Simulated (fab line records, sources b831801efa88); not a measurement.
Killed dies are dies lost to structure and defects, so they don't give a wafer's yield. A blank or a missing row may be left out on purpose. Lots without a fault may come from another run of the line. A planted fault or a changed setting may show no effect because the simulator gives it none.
fab line records | flow gf180mcu
record lots=14 wafers=42 last_day=34
route steps=602 shown LVPWELL@62 POLY_GATE@158 SALICIDE@281 V1@356
lots that met no fault: from a run of the same line without faults
start_h: hours from the record's first day to the start of the lot's first wafer shown | wait_h: hours since the lot's step before | " the same as in the row above | L1.1+2: a row that stands for several wafers | - no value, or no start given | * or withheld: withheld | < > ~ a bound
route shown NAME@n: a module of which the file shows steps, and the number in the route of the first | usual: mean/standard deviation of fault-free wafers | same: alike in all rows | chamber/n: place in a boat | sites: the reading at each site | _std_site: their standard deviation | _edge_site: outer sites' mean less inner sites' | radius_mm: how far each site lies from the wafer's centre | mask NAME#n: copy n | behind: the tool/chamber that last shaped the wafer | hold: why the lot was held/for how many hours/how that ended | device: the transistor (n, p or np) that didn't switch | end of line: the same wafers' tests at the end of the route | a step without rows: its recipe alone | killed: dies lost to structure and defects at the first sort, not the wafer's yield | map: a wafer's dies, x killed, . not, _ none there
set.NAME: the setting as run; set.NAME@STEP: as run at that earlier step | model.NAME: the simulator's own value behind a step, which no gauge read
steps of the route over a sample of lots; a table a step, a row a wafer
services: from which hour (start_h, from the record's first day; less than 0 if before it) a tool's chamber was out of use, for how many hours, and why
## steps
# step GF_LVPWELL_IMPLANT_08
# recipe species=B energy_kev=170 dose_cm2=1.5e+13 tilt_deg=0
# usual beam_energy_keV=170.00/0.054
# columns lot.wafer tool chamber start_h wait_h beam_energy_keV
L216.1 implanter-02 0 67.95 0.0 169.97
L216.3 " 0 " " 170.01
L216.4 " 0 " " 170.00
L217.4 implanter-02 0 72.57 0.1 170.05
L217.5 " 0 " " 170.05
L217.6 " 0 " " 170.05
L218.2 implanter-01 0 79.90 0.0 170.03
L218.3 " 0 " " 170.00
L218.4 " 0 " " 169.95
L219.1 implanter-02 0 85.69 0.0 170.06
L219.2 " 0 " " 170.03
L219.6 " 0 " " 170.07
L226.1 implanter-02 0 124.25 0.0 193.41
L226.3 " 0 " " 193.40
L226.4 " 0 " " 193.43
L227.1 implanter-02 0 131.34 0.0 193.37
L227.3 " 0 " " 193.35
L227.6 " 0 " " 193.30
L228.4 implanter-02 0 138.32 0.1 193.28
L228.5 " 0 " " 193.33
L228.6 " 0 " " 193.39
L230.1 implanter-01 0 148.29 0.0 169.98
L230.5 " 0 " " 169.99
L230.6 " 0 " " 169.97
L231.1 implanter-04 0 152.78 0.0 169.98
L231.4 " 0 " " 169.99
L231.5 " 0 " " 169.99
L232.1 implanter-04 0 157.59 0.0 169.95
L232.2 " 0 " " 170.01
L232.4 " 0 " " 169.99
L234.2 implanter-01 0 170.90 0.0 169.96
L234.4 " 0 " " 169.92
L234.5 " 0 " " 170.02
L235.1 implanter-04 0 176.24 0.0 170.06
L235.2 " 0 " " 170.17
L235.4 " 0 " " 170.10
L238.3 implanter-04 0 192.78 0.1 169.94
L238.4 " 0 " " 170.04
L238.5 " 0 " " 170.01
L239.1 implanter-04 0 198.83 0.0 170.04
L239.2 " 0 " " 170.06
L239.3 " 0 " " 170.09
# step GF_VT_IMPLANT_RS_MEAS_48
# recipe thk_meas_gauge=four-point-probe
# usual LVPWELL_RS=1197/3.4
# columns lot.wafer tool chamber start_h wait_h LVPWELL_RS[ohm/sq]
L216.1 film_metro-02 - 155.54 0.1 1191
L216.3 " - " " 1195
L216.4 " - " " 1193
L217.4 film_metro-02 - 162.14 0.1 1197
L217.5 " - " " 1199
L217.6 " - " " 1197
L218.2 film_metro-04 - 171.16 0.1 1195
L218.3 " - " " 1198
L218.4 " - " " 1198
L219.1 film_metro-03 - 178.18 0.1 1200
L219.2 " - " " 1201
L219.6 " - " " 1197
L226.1 film_metro-04 - 225.31 0.1 1171
L226.3 " - " " 1170
L226.4 " - " " 1170
L227.1 film_metro-04 - 234.05 0.1 1167
L227.3 " - " " 1168
L227.6 " - " " 1169
L228.4 film_metro-04 - 240.77 0.1 1173
L228.5 " - " " 1174
L228.6 " - " " 1171
L230.1 film_metro-02 - 252.21 0.1 1199
L230.5 " - " " 1200
L230.6 " - " " 1202
L231.1 film_metro-02 - 257.54 0.1 1198
L231.4 " - " " 1199
L231.5 " - " " 1199
L232.1 film_metro-02 - 264.69 0.1 1193
L232.2 " - " " 1191
L232.4 " - " " 1191
L234.2 film_metro-03 - 278.49 0.1 1195
L234.4 " - " " 1194
L234.5 " - " " 1197
L235.1 film_metro-04 - 286.51 0.1 1195
L235.2 " - " " 1198
L235.4 " - " " 1199
L238.3 film_metro-02 - 302.83 0.1 1193
L238.4 " - " " 1194
L238.5 " - " " 1193
L239.1 film_metro-03 - 311.01 0.1 1200
L239.2 " - " " 1205
L239.3 " - " " 1202
# step GF_POLY_GATE_THK_MEAS_01
# recipe reads=poly-Si_of_POLY_GATE_CVD_00
# usual POLY_GATE_CVD_00_THK=200.4/1.6
# columns lot.wafer tool chamber start_h wait_h POLY_GATE_CVD_00_THK[nm]
L216.1 film_metro-02 - 177.76 0.0 202.4
L216.3 " - " " 201.8
L216.4 " - " " 200.2
L217.4 film_metro-02 - 184.23 0.0 198.7
L217.5 " - " " 198.3
L217.6 " - " " 197.6
L218.2 film_metro-01 - 195.31 0.0 202.3
L218.3 " - " " 201.9
L218.4 " - " " 201.6
L219.1 film_metro-04 - 200.65 0.0 200.4
L219.2 " - " " 201.6
L219.6 " - " " 203.4
L226.1 film_metro-02 - 248.85 0.0 200.4
L226.3 " - " " 200.2
L226.4 " - " " 201.6
L227.1 film_metro-04 - 258.37 0.0 201.6
L227.3 " - " " 200.4
L227.6 " - " " 200.8
L228.4 film_metro-01 - 269.20 0.0 198.2
L228.5 " - " " 198.2
L228.6 " - " " 198.2
L230.1 film_metro-04 - 278.85 0.0 200.9
L230.5 " - " " 198.4
L230.6 " - " " 201.1
L231.1 film_metro-04 - 291.17 0.0 198.2
L231.4 " - " " 199.4
L231.5 " - " " 198.0
L232.1 film_metro-01 - 299.33 0.0 197.3
L232.2 " - " " 197.1
L232.4 " - " " 198.1
L234.2 film_metro-01 - 310.34 0.0 200.1
L234.4 " - " " 201.9
L234.5 " - " " 201.5
L235.1 film_metro-04 - 317.46 0.0 199.8
L235.2 " - " " 200.0
L235.4 " - " " 200.3
L238.3 film_metro-04 - 334.20 0.0 199.7
L238.4 " - " " 199.5
L238.5 " - " " 199.4
L239.1 film_metro-01 - 343.17 0.0 199.4
L239.2 " - " " 201.9
L239.3 " - " " 200.6
# step GF_SALICIDE_SPUTTER_03
# recipe material=TiN target_thk_nm=20 power_w=6500 time_s=16.7 chamber_pressure_pa=0.4
# usual throttle_valve_pct=30.3/0.72
# columns lot.wafer tool chamber start_h wait_h throttle_valve_pct
L216.1 pvd_sputter-03 - 336.12 0.0 30.9
L216.3 " - " " 30.6
L216.4 " - " " 31.2
L217.4 pvd_sputter-03 - 340.73 0.0 28.9
L217.5 " - " " 31.0
L217.6 " - " " 28.7
L218.2 pvd_sputter-01 - 350.83 0.0 30.4
L218.3 " - " " 30.7
L218.4 " - " " 29.2
L219.1 pvd_sputter-03 - 361.29 0.0 28.9
L219.2 " - " " 31.1
L219.6 " - " " 30.2
L226.1 pvd_sputter-03 - 431.94 0.0 30.8
L226.3 " - " " 30.9
L226.4 " - " " 30.2
L227.1 pvd_sputter-03 - 440.54 0.0 30.7
L227.3 " - " " 31.1
L227.6 " - " " 30.9
L228.4 pvd_sputter-01 - 449.22 0.0 30.2
L228.5 " - " " 30.6
L228.6 " - " " 30.1
L230.1 pvd_sputter-03 - 465.77 0.0 30.8
L230.5 " - " " 28.8
L230.6 " - " " 31.4
L231.1 pvd_sputter-04 - 476.93 0.0 30.5
L231.4 " - " " 30.6
L231.5 " - " " 30.8
L232.1 pvd_sputter-03 - 484.78 0.0 30.7
L232.2 " - " " 30.6
L232.4 " - " " 31.2
L234.2 pvd_sputter-03 - 499.48 0.0 31.0
L234.4 " - " " 31.2
L234.5 " - " " 29.1
L235.1 pvd_sputter-04 - 514.72 0.0 30.3
L235.2 " - " " 30.5
L235.4 " - " " 30.8
L238.3 pvd_sputter-01 - 530.92 0.0 30.3
L238.4 " - " " 29.3
L238.5 " - " " 29.3
L239.1 pvd_sputter-03 - 539.84 0.0 31.0
L239.2 " - " " 30.9
L239.3 " - " " 28.8
# step GF_V1_SPUTTER_21
# recipe material=Ti target_thk_nm=15 chamber_pressure_pa=5 power_w=2500 substrate_temp_c=200 time_s=80.02
# usual throttle_valve_pct=30.6/1.1
# columns lot.wafer tool chamber start_h wait_h throttle_valve_pct
L216.1 pvd_sputter-04 - 405.93 0.0 30.7
L216.3 " - " " 30.6
L216.4 " - " " 30.8
L217.4 pvd_sputter-02 - 410.81 0.0 29.2
L217.5 " - " " 30.6
L217.6 " - " " 31.2
L218.2 pvd_sputter-03 - 423.23 0.0 31.2
L218.3 " - " " 31.1
L218.4 " - " " 28.8
L219.1 pvd_sputter-02 - 434.93 0.0 31.3
L219.2 " - " " 29.1
L219.6 " - " " 30.5
L226.1 pvd_sputter-02 - 508.48 0.0 28.7
L226.3 " - " " 30.3
L226.4 " - " " 31.0
L227.1 pvd_sputter-03 - 517.53 0.0 30.8
L227.3 " - " " 31.2
L227.6 " - " " 31.0
L228.4 pvd_sputter-02 - 525.47 0.0 31.4
L228.5 " - " " 31.2
L228.6 " - " " 30.6
L230.1 pvd_sputter-02 - 540.92 0.0 31.2
L230.5 " - " " 28.9
L230.6 " - " " 33.0
L231.1 pvd_sputter-03 - 551.37 0.0 31.2
L231.4 " - " " 30.4
L231.5 " - " " 31.1
L232.1 pvd_sputter-04 - 557.00 0.0 30.6
L232.2 " - " " 30.9
L232.4 " - " " 30.0
L234.2 pvd_sputter-03 - 572.25 0.0 31.4
L234.4 " - " " 28.8
L234.5 " - " " 29.0
L235.1 pvd_sputter-03 - 585.60 0.0 30.5
L235.2 " - " " 28.9
L235.4 " - " " 30.9
L238.3 pvd_sputter-04 - 601.66 0.0 30.2
L238.4 " - " " 30.5
L238.5 " - " " 30.8
L239.1 pvd_sputter-04 - 609.07 0.0 30.5
L239.2 " - " " 30.7
L239.3 " - " " 30.2
## services
# columns tool chamber start_h hours kind
pvd_sputter-02 - 47.05 33.4 repair
implanter-01 - 65.95 4.2 pm
pvd_sputter-03 - 93.17 2.5 repair
implanter-04 - 126.91 1.7 repair
implanter-01 - 158.39 9.6 pm
pvd_sputter-03 - 163.28 4.1 repair
implanter-01 - 182.17 1.1 repair
pvd_sputter-02 - 196.63 9.1 repair
implanter-02 - 201.80 3.9 pm
pvd_sputter-02 - 207.12 1.4 repair
pvd_sputter-04 - 212.98 9.3 repair
pvd_sputter-02 - 225.85 3.7 repair
pvd_sputter-03 - 257.59 2.8 repair
pvd_sputter-04 - 272.86 3.9 repair
pvd_sputter-03 - 275.81 11.0 repair
implanter-01 - 282.58 2.1 repair
pvd_sputter-04 - 299.97 2.7 repair
pvd_sputter-03 - 309.80 1.8 repair
implanter-01 - 317.50 1.1 repair
implanter-02 - 396.84 4.7 repair
implanter-04 - 398.70 4.3 pm
implanter-04 - 492.89 3.1 repair
pvd_sputter-02 - 522.09 0.9 repair
pvd_sputter-03 - 572.87 8.8 repair
## key
first_sign step=GF_LVPWELL_IMPLANT_08 reading=beam_energy_keV direction=up sigmas=99+ usual=170.00 struck=193.36
effect step=GF_VT_IMPLANT_RS_MEAS_48 reading=LVPWELL_RS direction=down sigmas=7.7 usual=1197 struck=1170
met_at GF_LVPWELL_IMPLANT_08
struck_lots L226,L227,L228
tester_left_out L226,L227,L228
not_acting_at GF_POLY_GATE_THK_MEAS_01,GF_SALICIDE_SPUTTER_03,GF_V1_SPUTTER_21
onset_between 85.69 124.25
fault kind=process_parameter_drift tool=implanter-02 chamber=- onset_h=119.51 steps=GF_LVPWELL_IMPLANT_08 channel=energy_kev offset=23.391 shape=step end_h=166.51 acts_in=these_recipes_only stated=170
# tester_left_out: of these lots the tester's yield and bins aren't shown, on N5 and GAA mostly nor the transistor test; their killed dies are dies lost to structure and defects alone, not to doping, threshold or leakage, so they don't give the yield
